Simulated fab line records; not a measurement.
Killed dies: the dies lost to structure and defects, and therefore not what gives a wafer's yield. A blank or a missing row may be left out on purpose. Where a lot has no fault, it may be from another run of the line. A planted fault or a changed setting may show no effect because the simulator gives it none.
Which tool was responsible? | flow sky130 | 14 lots with 42 wafers sampled at 3 steps, on a route of 708 steps

## WHAT THE GAUGES READ, wafer by wafer
No reading from a measuring or inspecting step in the record can be judged against a usual standard deviation.

## EACH LOT AND THE TOOL THAT RAN IT (in order: tool; ch and the chambers of the sampled wafers; start)
lot  | SKY_CONTACT_ETCH_18                | SKY_CONTACT_STRIP_19                 | SKY_PAD_OPEN_PROBE_99
L973 | rie diel-02 ch 1,2, day 32 17:00   | plasma asher-01 ch 0,1, day 32 17:08 | -
L974 | rie diel-04 ch 0,3, day 33 04:00   | plasma asher-04 ch 0,1, day 33 04:41 | -
L978 | rie diel-03 ch 0,1,3, day 34 01:00 | plasma asher-01 ch 0,1, day 34 01:23 | -
L981 | rie diel-02 ch 0,2,3, day 34 20:00 | plasma asher-04 ch 0,1, day 34 20:47 | prober-02, day 48 13:57
L984 | rie diel-02 ch 0,3, day 36 02:00   | plasma asher-03 ch 0,1, day 36 02:49 | prober-01, day 49 12:59
L985 | rie diel-04 ch 0,2,3, day 36 09:00 | plasma asher-04 ch 0,1, day 36 09:29 | -
L987 | rie diel-04 ch 0,3, day 37 00:00   | plasma asher-03 ch 0,1, day 37 01:01 | -
L988 | rie diel-04 ch 0,3, day 37 06:00   | plasma asher-01 ch 0,1, day 37 06:46 | -
L989 | rie diel-04 ch 0,1,3, day 37 14:00 | plasma asher-04 ch 0,1, day 37 14:14 | -
L992 | rie diel-03 ch 0,2,3, day 38 12:00 | plasma asher-03 ch 0,1, day 38 12:56 | -
L993 | rie diel-03 ch 0,1,3, day 38 14:00 | plasma asher-04 ch 0,1, day 38 14:17 | -
L994 | rie diel-04 ch 0,3, day 38 22:00   | plasma asher-04 ch 0,1, day 38 22:54 | -
L995 | rie diel-03 ch 0,1,3, day 39 04:00 | plasma asher-04 ch 0,1, day 39 04:32 | -
L996 | rie diel-02 ch 2,3, day 39 13:00   | plasma asher-01 ch 0,1, day 39 13:40 | -
- SKY_CONTACT_ETCH_18: etches Si3N4 in CHF3/O2, stops on TiN, time 39 s, target depth 75 nm.
- SKY_CONTACT_STRIP_19: strips in O2/N2.
- SKY_PAD_OPEN_PROBE_99

## WHAT THE TOOLS THEMSELVES READ (means of the sampled wafers that have a number; where no wafer has one, the mark that the record gives instead)
SKY_CONTACT_ETCH_18.
lot  | tool        | drypump motor current A (A) | oes product au (a.u.) | throttle valve pct (%)
L973 | rie diel-02 | 5.7                         | 0.861                 | 8.791
L974 | rie diel-04 | 6.1                         | 0.847                 | 8.794
L978 | rie diel-03 | 6.0                         | 0.855                 | 8.792
L981 | rie diel-02 | 5.9                         | 0.802                 | 8.775
L984 | rie diel-02 | 5.8                         | 0.807                 | 8.781
L985 | rie diel-04 | 6.0                         | 0.858                 | 8.795
L987 | rie diel-04 | 6.1                         | 0.854                 | 8.795
L988 | rie diel-04 | 6.1                         | 0.853                 | 8.798
L989 | rie diel-04 | 5.8                         | 0.859                 | 8.794
L992 | rie diel-03 | 5.9                         | 0.846                 | 8.790
L993 | rie diel-03 | 6.0                         | 0.846                 | 8.790
L994 | rie diel-04 | 5.5                         | 0.854                 | 8.794
L995 | rie diel-03 | 6.0                         | 0.863                 | 8.788
L996 | rie diel-02 | 5.6                         | 0.859                 | 8.791

SKY_CONTACT_STRIP_19.
lot  | tool            | drypump motor current A (A) | oes product au (a.u.) | strip time to endpoint s (s)
L973 | plasma asher-01 | 5.4                         | 0.381                 | 3.607
L974 | plasma asher-04 | 5.8                         | 0.381                 | 3.640
L978 | plasma asher-01 | 5.4                         | 0.377                 | 3.654
L981 | plasma asher-04 | 5.6                         | 0.385                 | 3.758
L984 | plasma asher-03 | 5.3                         | 0.387                 | 3.753
L985 | plasma asher-04 | 5.8                         | 0.385                 | 3.666
L987 | plasma asher-03 | 5.3                         | 0.384                 | 3.651
L988 | plasma asher-01 | 5.7                         | 0.381                 | 3.625
L989 | plasma asher-04 | 5.8                         | 0.379                 | 3.640
L992 | plasma asher-03 | 5.3                         | 0.380                 | 3.620
L993 | plasma asher-04 | 5.6                         | 0.382                 | 3.656
L994 | plasma asher-04 | 5.8                         | 0.385                 | 3.623
L995 | plasma asher-04 | 5.8                         | 0.379                 | 3.635
L996 | plasma asher-01 | 5.7                         | 0.385                 | 3.636

SKY_PAD_OPEN_PROBE_99.
lot  | tool      | killed_at_M0_to_M3 | killed_at_M4_up | killed at contacts | killed at front end | killed at other | killed dies | killed on rim | killed open | killed short
L981 | prober-02 | 47                 | 4.3             | 157                | 15                  | 1.0             | 224         | 43            | 43          | 45
L984 | prober-01 | 33                 | 3.3             | 166                | 13                  | 0.0             | 216         | 46            | 44          | 33

## THE ANSWER, worked out from the rows above alone
Rule: what is usual is taken from the lots themselves. Put in order of their means at a reading, lots are off if they are a third of the lots or fewer, leave a main group of 4 or more, and stand apart from it by a gap of 3 or more times the standard deviation of the main group's means; of several such gaps the widest counts. If all means in a main group match to the digits the tables above print for the reading, that group is not used. Also off: a lot with no number at a reading for which 4 or more lots have one. Where the step has rows for the other lots, those lots are counted as sound. The gauges are gone through in route order, then the tools' own readings, and for those a lot's mean is taken as printed above. At the first step where some lot is off, the reading lying furthest off is the one used; lots without a number count as furthest.
Off: L981, L984 (SKY_CONTACT_ETCH_18, oes product au). The main group: mean 0.855 a.u., standard deviation 0.0056.
A tool fits if, at that step or a process step before it, it ran every lot that is off, and no sound lot after the first of them. No candidate that was tried fits.

## WHAT THE SIMULATOR HAD PUT IN
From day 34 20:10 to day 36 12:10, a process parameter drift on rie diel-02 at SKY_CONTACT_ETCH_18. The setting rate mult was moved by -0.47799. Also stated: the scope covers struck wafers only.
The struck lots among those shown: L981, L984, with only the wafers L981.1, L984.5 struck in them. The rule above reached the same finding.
